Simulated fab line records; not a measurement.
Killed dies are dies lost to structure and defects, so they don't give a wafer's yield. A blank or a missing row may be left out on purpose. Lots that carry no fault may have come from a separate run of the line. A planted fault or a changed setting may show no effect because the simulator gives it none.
Struck lot and sound lot, side by side	flow sky130	43 steps out of a route of 708
Sound: wafers L498.4, L498.5, L498.6. Wafers struck: L506.1, L506.2, L506.4. The cause is given at the end.
Order at every step that has rows: each side's tool, ch and its chambers, its first start. Under that, the readings that differ: sound wafers	struck wafers	difference of the means	sigmas: that difference in standard deviations of wafers without a fault.
alike: words and numbers the same on both sides, and readings whose means are apart by under 2 such deviations; not compared: readings that were withheld, readings missing a value for some wafer, numbers with overlapping values and no deviation given by the record, and bounds like >300 which may hide the same value.
The two part at a step that has a row with sigmas, a row that says differs or no value, or rows on one side only. Numbers that have no deviation but don't overlap get no sigmas and don't part them. A reading that every wafer of one side lacks parts them only if that side has two wafers or more.

first, 6 steps without rows for these wafers: SKY_POLY_GATE_COAT_07 (resist thk 110 nm); SKY_POLY_GATE_COAT_08 (resist thk 450 nm); SKY_POLY_GATE_SOFTBAKE_09 (time 90 s); SKY_POLY_GATE_EXPOSE_10 (exposes mask P1M, target cd 150 nm); SKY_POLY_GATE_PEB_11; SKY_POLY_GATE_DEVELOP_12 (develop time 60 s).
SKY_POLY_GATE_CD_MEAS_13: target cd 150 nm.
  sound: cd sem-01 at day 19 10:44; struck: cd sem-01 at day 22 18:03
  alike: cd nm
SKY_POLY_GATE_OVL_MEAS_14:
  sound: overlay-02 at day 19 10:49; struck: overlay-01 at day 22 18:10
  alike: POLY_GATE_OVL
SKY_POLY_GATE_ETCH_15: etches BARC in N2/H2, stops on SiO2, time 118.5 s, target depth 110 nm.
  sound on rie diel-01 ch 0,2,3, day 19 10:52; struck on rie diel-02 ch 0,2, day 22 18:12
reading	sound	struck	difference	sigmas
oes product au (a.u.)	0.718 0.720 0.728	0.714 0.707 0.711	-0.011	-2
  alike: drypump motor current A, throttle valve pct
  not compared: rf hours counter h
SKY_POLY_GATE_ETCH_16: etches Si3N4 in CH3F/O2, stops on poly-Si, time 147.5 s, target depth 75 nm.
  sound on rie diel-01 ch 0,2,3, day 19 10:58; struck on rie diel-02 ch 0,2, day 22 18:17
  alike: O2_flow_sccm, drypump motor current A, oes product au, throttle valve pct
  not compared: rf hours counter h
SKY_POLY_GATE_ETCH_17: etches poly-Si in HBr/Cl2, stops on SiO2, target depth 180 nm, time 70.5 s.
  sound on rie si-02 ch 0,1,2, day 19 11:01; struck on rie si-01 ch 0,1,3, day 22 18:23
  alike: drypump motor current A, oes product au, throttle valve pct
  not compared: rf hours counter h
SKY_POLY_GATE_STRIP_18: strips in O2/N2.
  sound on plasma asher-02 ch 0,1, day 19 11:06; struck on plasma asher-04 ch 0,1, day 22 18:26
reading	sound	struck	difference	sigmas
drypump motor current A (A)	4.8 5.8 4.8	6.2 5.5 6.2	+0.8	+2
  alike: o2 flow sccm, oes product au, strip time to endpoint s
  not compared: rf hours counter h
SKY_POLY_GATE_CLEAN_19: cleans in SC1/SC2, time 150 s.
  sound on wet bench-02 ch 2, day 19 11:10; struck on wet bench-02 ch 3, day 22 18:32
then, 1 step without rows for these wafers: SKY_POLY_GATE_OXIDATION_20 (stabilise 600 s, purge 300 s, target thk 4 nm).
SKY_POLY_GATE_THK_MEAS_21:
  sound: film metro-02 at day 19 12:33; struck: film metro-03 at day 22 20:58
reading	sound	struck	difference	sigmas
POLY_GATE_OXIDATION_THK (nm)	3.85 3.75 3.85	4.02 3.96 4.02	+0.18	+2
SKY_POLY_GATE_CD_MEAS_22:
  sound: cd sem-01 at day 19 12:40; struck: cd sem-02 at day 22 21:01
  alike: cd nm
then, 7 steps without rows for these wafers: SKY_LDD_N_DEHYDRATE_00 (time 60 s); SKY_LDD_N_HMDS_01 (prime time 60 s); SKY_LDD_N_COAT_02 (resist thk 300 nm); SKY_LDD_N_SOFTBAKE_03 (time 60 s); SKY_LDD_N_EXPOSE_04 (exposes mask NTM, target cd 840 nm); SKY_LDD_N_PEB_05; SKY_LDD_N_DEVELOP_06 (develop time 60 s).
SKY_LDD_N_OVL_MEAS_07:
  sound: overlay-02 at day 20 18:49; struck: overlay-02 at day 24 02:58
reading	sound	struck	difference	sigmas
LDD_N_OVL (nm)	-1.0 -2.0 -1.0	2.5 3.0 3.6	+4.4	+3
then, 8 steps without rows for these wafers: SKY_LDD_N_IMPLANT_08; SKY_LDD_N_IMPLANT_09; SKY_LDD_N_IMPLANT_10; SKY_LDD_N_IMPLANT_11; SKY_LDD_N_IMPLANT_12; SKY_LDD_N_IMPLANT_13; SKY_LDD_N_IMPLANT_14; SKY_LDD_N_IMPLANT_15.
SKY_LDD_N_STRIP_16: strips in O2/N2.
  sound on plasma asher-02 ch 0,1, day 20 20:04; struck on plasma asher-02 ch 0,1, day 24 04:13
  alike: drypump motor current A, o2 flow sccm, oes product au, strip time to endpoint s
  not compared: rf hours counter h
SKY_LDD_N_TW_MEAS_17:
  sound: film metro-01 at day 20 20:10; struck: film metro-03 at day 24 04:19
  alike: LDD_N_TW
then, 7 steps without rows for these wafers: SKY_LDD_P_DEHYDRATE_00 (time 60 s); SKY_LDD_P_HMDS_01 (prime time 60 s); SKY_LDD_P_COAT_02 (resist thk 1140 nm); SKY_LDD_P_SOFTBAKE_03 (time 60 s); SKY_LDD_P_EXPOSE_04 (exposes mask PSDM, target cd 380 nm); SKY_LDD_P_PEB_05; SKY_LDD_P_DEVELOP_06 (develop time 60 s).
SKY_LDD_P_CD_MEAS_07: target cd 380 nm.
  sound: cd sem-02 at day 22 02:08; struck: cd sem-01 at day 25 10:02
  alike: cd nm
-- here the record skips 24 days between the struck wafers' starts before and after, leaving off in module LDD_P and picking up in module PAD_OPEN (first step shown: number 708 of the route) --
SKY_PAD_OPEN_PROBE_99:
  sound: prober-02 at day 47 17:13; struck: prober-02 at day 49 20:32
reading	sound	struck	difference	sigmas
killed at front end	14 13 11	44 41 37	+28	+7
killed at other	0 0 0	3 0 0	+1	+2
killed dies	85 86 73	112 111 113	+31	+3
  alike: killed_at_M0_to_M3, killed_at_M4_up, killed at contacts, killed open, killed short

WHERE THEY PART
Last at SKY_PAD_OPEN_PROBE_99 as far as this record goes, first at SKY_POLY_GATE_ETCH_15.

WHY: what the simulator had put in
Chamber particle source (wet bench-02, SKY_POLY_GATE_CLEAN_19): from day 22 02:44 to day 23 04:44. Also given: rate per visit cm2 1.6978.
